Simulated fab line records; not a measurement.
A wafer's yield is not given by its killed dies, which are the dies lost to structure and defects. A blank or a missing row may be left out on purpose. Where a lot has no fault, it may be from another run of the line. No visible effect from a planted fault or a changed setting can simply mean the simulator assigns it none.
Which tool is to blame? + flow sky130 + 45 wafers from 15 lots sampled at 3 of the route's 708 steps

WHAT THE GAUGES SHOWED, per wafer
SKY_PWDE_OVL_MEAS_07. Usual: for PWDE_OVL the level is 0.1 nm and the standard deviation is 1.4.
| lot  | measured    | on         | PWDE_OVL (nm)  | flag |
|------|-------------|------------|----------------|------|
| L843 | day 3 21:30 | overlay-02 | 1.6 -0.9 -0.1  |      |
| L845 | day 4 07:02 | overlay-02 | -0.4 -2.0 -3.1 |      |
| L846 | day 4 12:08 | overlay-01 | -1.0 -0.1 0.0  |      |
| L847 | day 4 18:53 | overlay-02 | -0.9 -0.6 -2.8 |      |
| L852 | day 6 03:25 | overlay-01 | 0.5 0.7 1.1    |      |
| L853 | day 6 10:43 | overlay-02 | 1.3 1.9 0.4    |      |
| L854 | day 6 15:11 | overlay-02 | 0.1 -1.3 0.3   |      |
| L855 | day 6 15:53 | overlay-02 | -0.2 0.5 0.6   |      |
| L858 | day 7 15:55 | overlay-01 | -1.5 0.3 -0.9  |      |
| L861 | day 8 03:53 | overlay-02 | -0.6 0.5 0.3   |      |
| L862 | day 8 08:00 | overlay-01 | 2.7 0.3 1.5    |      |
| L863 | day 8 12:10 | overlay-01 | -0.8 2.0 0.1   |      |
| L864 | day 8 19:07 | overlay-02 | 0.1 -2.7 0.0   |      |
| L865 | day 8 23:11 | overlay-02 | 1.7 -0.7 2.1   |      |
| L866 | day 9 09:02 | overlay-02 | -1.5 -1.3 -2.1 |      |

SKY_POLY_GATE_CD_MEAS_22. Usual: 150.1 nm for cd nm, sd 2.5.
| lot  | measured     | on        | cd nm (nm)        | flag |
|------|--------------|-----------|-------------------|------|
| L843 | day 16 08:34 | cd sem-01 | 153.5 150.6 147.5 |      |
| L845 | day 16 23:38 | cd sem-01 | 151.6 146.8 146.4 |      |
| L846 | day 17 11:38 | cd sem-02 | 150.4 151.1 149.7 |      |
| L847 | day 17 16:55 | cd sem-02 | 151.4 149.3 150.7 |      |
| L852 | day 20 03:41 | cd sem-02 | 147.7 150.6 147.8 |      |
| L853 | day 20 15:20 | cd sem-02 | - - -             | OFF  |
| L854 | day 20 21:59 | cd sem-02 | - - -             | OFF  |
| L855 | day 20 21:38 | cd sem-01 | - - -             | OFF  |
| L858 | day 22 08:14 | cd sem-01 | 143.9 146.9 143.4 |      |
| L861 | day 23 04:19 | cd sem-01 | 152.9 150.1 152.2 |      |
| L862 | day 23 07:43 | cd sem-01 | 149.6 148.8 155.0 |      |
| L863 | day 23 16:51 | cd sem-01 | 152.3 157.1 151.4 |      |
| L864 | day 24 01:14 | cd sem-01 | 153.1 145.3 147.4 |      |
| L865 | day 24 11:05 | cd sem-02 | 150.6 149.3 147.1 |      |
| L866 | day 24 14:28 | cd sem-01 | 151.1 148.4 152.2 |      |

WHAT TOOL EACH LOT RAN ON (gives the tool, then ch and the chambers of the sampled wafers, and finally the start)
| lot  | SKY_POLY_GATE_DEVELOP_12          |
|------|-----------------------------------|
| L843 | litho track-02 ch 0, day 16 06:00 |
| L845 | litho track-01 ch 0, day 16 21:00 |
| L846 | litho track-02 ch 0, day 17 06:00 |
| L847 | litho track-02 ch 0, day 17 14:00 |
| L852 | litho track-02 ch 0, day 20 00:00 |
| L853 | litho track-04, day 20 13:00      |
| L854 | litho track-04, day 20 19:00      |
| L855 | litho track-04, day 20 19:00      |
| L858 | litho track-04 ch 0, day 22 06:00 |
| L861 | litho track-01 ch 0, day 23 02:00 |
| L862 | litho track-04 ch 0, day 23 05:00 |
| L863 | litho track-04 ch 0, day 23 14:00 |
| L864 | litho track-04 ch 0, day 23 23:00 |
| L865 | litho track-02 ch 0, day 24 09:00 |
| L866 | litho track-04 ch 0, day 24 12:00 |
- SKY_POLY_GATE_DEVELOP_12: develop time 60 s.

AS READ BY THE TOOLS THEMSELVES (means over the sampled wafers that have a number; for cases with no such wafer, the mark the record gives instead)
SKY_POLY_GATE_DEVELOP_12. Usual: 23.01 C for chill plate temp C, sd 0.12.
| lot  | tool           | chill plate temp C (C) | flag |
|------|----------------|------------------------|------|
| L843 | litho track-02 | 22.79                  |      |
| L845 | litho track-01 | 22.89                  |      |
| L846 | litho track-02 | 23.19                  |      |
| L847 | litho track-02 | 23.08                  |      |
| L852 | litho track-02 | 22.95                  |      |
| L853 | litho track-04 | -                      | OFF  |
| L854 | litho track-04 | -                      | OFF  |
| L855 | litho track-04 | -                      | OFF  |
| L858 | litho track-04 | 22.92                  |      |
| L861 | litho track-01 | 22.99                  |      |
| L862 | litho track-04 | 23.06                  |      |
| L863 | litho track-04 | 23.31                  |      |
| L864 | litho track-04 | 23.06                  |      |
| L865 | litho track-02 | 22.94                  |      |
| L866 | litho track-04 | 23.01                  |      |

THE ANSWER, worked out from the rows above alone
Rule: a lot is off if the mean of its wafers that have a number lies more than 3 standard deviations from the usual mean. Also off: a lot with no number at a reading for which 4 or more lots have one. All remaining lots with rows at the step are treated as sound. The gauges are gone through in route order, then the tools' own readings, and for those a lot's mean is taken as printed above. At the first step where some lot is off, the reading lying furthest off is the one used; lots without a number count as furthest.
Off: L853, L854, L855 (SKY_POLY_GATE_CD_MEAS_22, cd nm). Without a number there: L853, L854, L855.
If a tool, at a process step before that reading, ran all the lots that are off and no sound lot after the first of them, it fits. The gauges at SKY_POLY_GATE_CD_MEAS_22 aren't tried: what is off there is off at SKY_POLY_GATE_DEVELOP_12 too, on other tools, and a gauge's error can't cause that. No candidate that was tried fits.

WHAT THE SIMULATOR PUT IN
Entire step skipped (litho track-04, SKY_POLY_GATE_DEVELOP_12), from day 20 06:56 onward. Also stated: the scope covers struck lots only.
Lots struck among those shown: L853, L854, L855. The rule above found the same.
